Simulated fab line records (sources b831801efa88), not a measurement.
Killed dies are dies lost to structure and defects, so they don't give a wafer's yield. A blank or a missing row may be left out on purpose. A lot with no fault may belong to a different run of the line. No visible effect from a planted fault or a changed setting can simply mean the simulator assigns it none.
The same fault as seen by 2 desks ; flow sfqLine ; every desk sees just its own numbers, and what lay behind them comes last

== METROLOGY DESK ==
Means of the sampled wafers that have a number, per lot and without regard to the tool the lot ran on: this is what the gauges read. The brackets show how far a lot's mean lies from the usual mean; more than 4 standard deviations puts the lot out of limits, marked OUT.
Columns: A = I4_BOW at SFQ_I4_BOW_MEAS_927, usual 6 um; B = I4_OVL at SFQ_I4_OVL_MEAS_928, usual -4 nm
lot;first seen here;A;B
L863;day 35 06:35;-8;-3
L865;day 36 07:28;-14;0
L866;day 36 20:25;-6;0
L872;day 41 22:47;18;-2
L878;day 46 05:36;14;-11
L879;day 47 03:37;-15;8
L880;day 47 10:03;8;-12
This desk found nothing out of limits on any of the 7 lots.

== AT THE TOOL OWNER'S DESK: rieDiel-03 ==
The tool's own readings at SFQ_TRILAYER_I4_VIA_ETCH_VIA_ETCH_106 (etches SiO2 in CHF3, stops on Nb, target depth 260 nm): means of the sampled wafers that have a number, for each lot that ran on this tool. The brackets show how far a lot's mean lies from the usual mean; more than 4 standard deviations puts the lot out of limits, marked OUT.
Columns: A = biasW at SFQ_TRILAYER_I4_VIA_ETCH_VIA_ETCH_106, usual 79.99 W; B = drypumpMotorCurrentA at SFQ_TRILAYER_I4_VIA_ETCH_VIA_ETCH_106, usual 5.68 A; C = oesProductAu at SFQ_TRILAYER_I4_VIA_ETCH_VIA_ETCH_106, usual 0.854 a.u.
lot;first seen here;A;B;C
L863;day 38 08:59;93.85 (+60) OUT;5.61;0.846
L865;day 38 20:23;94.07 (+61) OUT;5.63;0.851
L866;day 39 04:47;93.75 (+60) OUT;5.71;0.853
L879;day 52 14:36;80.09;5.63;0.856
Finding of this desk: L863, L865, L866 out of limits; the first was L863 at day 38 08:59, on biasW at SFQ_TRILAYER_I4_VIA_ETCH_VIA_ETCH_106. L879 stayed within limits.

== PUT TOGETHER ==
On L863, L865, L866, at day 38 08:59, an alarm was possible from the tool owner's desk.
Nothing out of limits was seen by the metrology desk.
The metrology desk holds a record of L863, L865, L866, inside its limits.
SFQ_TRILAYER_I4_VIA_ETCH_VIA_ETCH_106 was run on rieDiel-03 by each of the lots named.

== WHAT THE SIMULATOR HAD PUT IN ==
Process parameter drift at SFQ_TRILAYER_I4_VIA_ETCH_VIA_ETCH_106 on rieDiel-03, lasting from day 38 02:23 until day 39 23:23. The setting biasW was moved by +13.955, starting from 80. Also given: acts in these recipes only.
Lots struck among those shown: L863, L865, L866.
Time in hours from fault onset to the first out-of-limits reading at each desk: the tool owner's desk, 7.
